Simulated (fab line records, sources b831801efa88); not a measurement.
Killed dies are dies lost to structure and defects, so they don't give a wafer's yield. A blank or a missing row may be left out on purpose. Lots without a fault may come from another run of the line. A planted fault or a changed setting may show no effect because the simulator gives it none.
Which tool did it? | flow gf180mcu | 14 lots, 42 wafers sampled, at 4 steps of a route of 602

WHAT THE GAUGES READ, wafer by wafer
GF_NWELL_OVL_MEAS_07.
lot  | measured    | on         | NWELL_OVL (nm)
L204 | day 3 09:29 | overlay-02 | 2.3 1.9 2.5
L205 | day 3 15:33 | overlay-01 | -0.4 -1.8 -1.7
L206 | day 3 22:05 | overlay-02 | -1.6 -1.9 0.2
L207 | day 4 00:30 | overlay-02 | -1.0 -0.7 -1.7
L208 | day 4 05:59 | overlay-01 | -0.5 -0.1 0.0
L210 | day 4 16:41 | overlay-01 | -1.2 0.7 -0.2
L214 | day 5 18:25 | overlay-01 | 0.6 -0.4 0.7
L216 | day 6 04:23 | overlay-01 | -2.4 0.0 0.0
L217 | day 6 09:01 | overlay-01 | -2.5 -4.2 -2.3
L219 | day 6 20:39 | overlay-02 | 1.1 -0.6 1.0
L221 | day 7 05:08 | overlay-02 | -0.6 -1.9 0.9
L222 | day 7 08:45 | overlay-01 | -0.8 0.8 0.6
L223 | day 7 15:11 | overlay-01 | 0.2 -0.3 0.1
L224 | day 7 19:35 | overlay-01 | -1.3 -0.6 -0.6

GF_VT_IMPLANT_OVL_MEAS_40.
lot  | measured     | on         | VT_IMPLANT_03_OVL (nm)
L204 | day 7 16:21  | overlay-02 | -0.5 -3.4 -2.7
L205 | day 7 20:47  | overlay-02 | 1.1 2.7 1.4
L206 | day 8 05:02  | overlay-02 | 2.6 1.8 1.2
L207 | day 8 11:30  | overlay-01 | -0.5 -0.2 -0.7
L208 | day 8 16:44  | overlay-01 | -0.7 -1.0 -1.6
L210 | day 9 05:50  | overlay-01 | 1.2 -0.6 0.3
L214 | day 10 13:02 | overlay-02 | -0.6 -0.9 -0.1
L216 | day 11 01:32 | overlay-02 | -0.2 0.1 -0.3
L217 | day 11 07:13 | overlay-01 | 3.0 3.3 2.0
L219 | day 11 21:50 | overlay-02 | 0.5 -0.6 0.8
L221 | day 12 07:45 | overlay-01 | 2.4 3.2 1.4
L222 | day 12 14:20 | overlay-02 | -2.1 -2.3 -2.0
L223 | day 12 18:46 | overlay-01 | -0.4 0.4 0.4
L224 | day 13 01:08 | overlay-02 | 1.1 2.0 0.9

GF_POLY_GATE_THK_MEAS_01.
lot  | measured     | on            | POLY_GATE_CVD_00_THK (nm)
L204 | day 8 15:14  | film_metro-01 | 199.9 199.2 201.5
L205 | day 8 20:49  | film_metro-01 | 199.6 200.1 199.5
L206 | day 9 04:03  | film_metro-01 | 204.2 202.1 203.2
L207 | day 9 09:37  | film_metro-04 | 202.6 200.5 200.1
L208 | day 9 17:32  | film_metro-02 | 198.9 197.8 198.2
L210 | day 10 07:32 | film_metro-01 | 197.2 197.2 198.6
L214 | day 11 15:50 | film_metro-02 | 201.5 202.1 201.5
L216 | day 12 04:49 | film_metro-02 | 196.1 198.0 196.9
L217 | day 12 10:05 | film_metro-04 | 200.7 202.5 202.1
L219 | day 13 04:19 | film_metro-01 | 200.7 202.1 201.6
L221 | day 13 10:33 | film_metro-01 | 202.3 202.5 201.6
L222 | day 13 19:51 | film_metro-02 | 199.4 201.2 201.8
L223 | day 13 23:52 | film_metro-01 | 202.6 203.6 203.4
L224 | day 14 05:50 | film_metro-04 | 200.6 202.3 200.6

WHICH TOOL RAN EACH LOT (tool, then ch and the chambers of the sampled wafers, then the start)
lot  | GF_VT_IMPLANT_IMPLANT_41
L204 | implanter-04 ch 0, day 7 16:25
L205 | implanter-03 ch 0, day 7 20:53
L206 | implanter-03 ch 0, day 8 05:05
L207 | implanter-04 ch 0, day 8 11:34
L208 | implanter-04 ch 0, day 8 16:49
L210 | implanter-03 ch 0, day 9 05:53
L214 | implanter-02 ch 0, day 10 13:08
L216 | implanter-03 ch 0, day 11 01:35
L217 | implanter-04 ch 0, day 11 07:18
L219 | implanter-03 ch 0, day 11 21:55
L221 | implanter-02 ch 0, day 12 07:51
L222 | implanter-02 ch 0, day 12 14:24
L223 | implanter-02 ch 0, day 12 18:49
L224 | implanter-04 ch 0, day 13 01:11
- GF_VT_IMPLANT_IMPLANT_41

WHAT THE TOOLS THEMSELVES READ (means of the sampled wafers that have a number; where no wafer has one, the mark that the record gives instead)
GF_VT_IMPLANT_IMPLANT_41.
lot  | tool         | beam_energy_keV
L204 | implanter-04 | 69.988
L205 | implanter-03 | 69.983
L206 | implanter-03 | 69.999
L207 | implanter-04 | 69.997
L208 | implanter-04 | 70.007
L210 | implanter-03 | 70.022
L214 | implanter-02 | 70.013
L216 | implanter-03 | 76.072
L217 | implanter-04 | 70.012
L219 | implanter-03 | 76.096
L221 | implanter-02 | 69.979
L222 | implanter-02 | 69.992
L223 | implanter-02 | 70.007
L224 | implanter-04 | 69.972

THE ANSWER, worked out from the rows above alone
Rule: what is usual is taken from the lots themselves. Put in order of their means at a reading, lots are off if they are a third of the lots or fewer, leave a main group of 4 or more, and stand apart from it by a gap of 3 or more times the standard deviation of the main group's means; of several such gaps the widest counts. A main group whose means are all the same, to the digits that the tables above print for the reading, isn't used. A lot without any number at a reading at which 4 lots or more have one is off too. The other lots that the step has rows for count as sound. The gauges are gone through in route order, then the tools' own readings, and for those a lot's mean is taken as printed above. The first step at which some lot is off is used, and at that step the reading that is off furthest; a lot without a number counts as furthest.
Off: L216, L219, at GF_VT_IMPLANT_IMPLANT_41 (beam_energy_keV). The main group: mean 69.998, standard deviation 0.015.
A tool fits if, at that step or a process step before it, it ran every lot that is off, and no sound lot after the first of them. One fits: implanter-03 at GF_VT_IMPLANT_IMPLANT_41. Its last sound lot is L210 (day 9 05:53), its first lot that is off L216 (day 11 01:35): a fault that began between those two fits.
The tool's own readings at GF_VT_IMPLANT_IMPLANT_41 bear it out: on the lots that are off they differ by more than 5 times the standard deviation of the sound lots' means. beam_energy_keV reads 76.084 there against 69.998 on the sound lots.

WHAT THE SIMULATOR HAD PUT IN
Process parameter drift: implanter-03, from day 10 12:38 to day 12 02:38, at GF_VT_IMPLANT_IMPLANT_41. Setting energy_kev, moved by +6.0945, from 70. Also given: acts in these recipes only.
Lots struck among those shown: L216, L219. The rule above found the same.
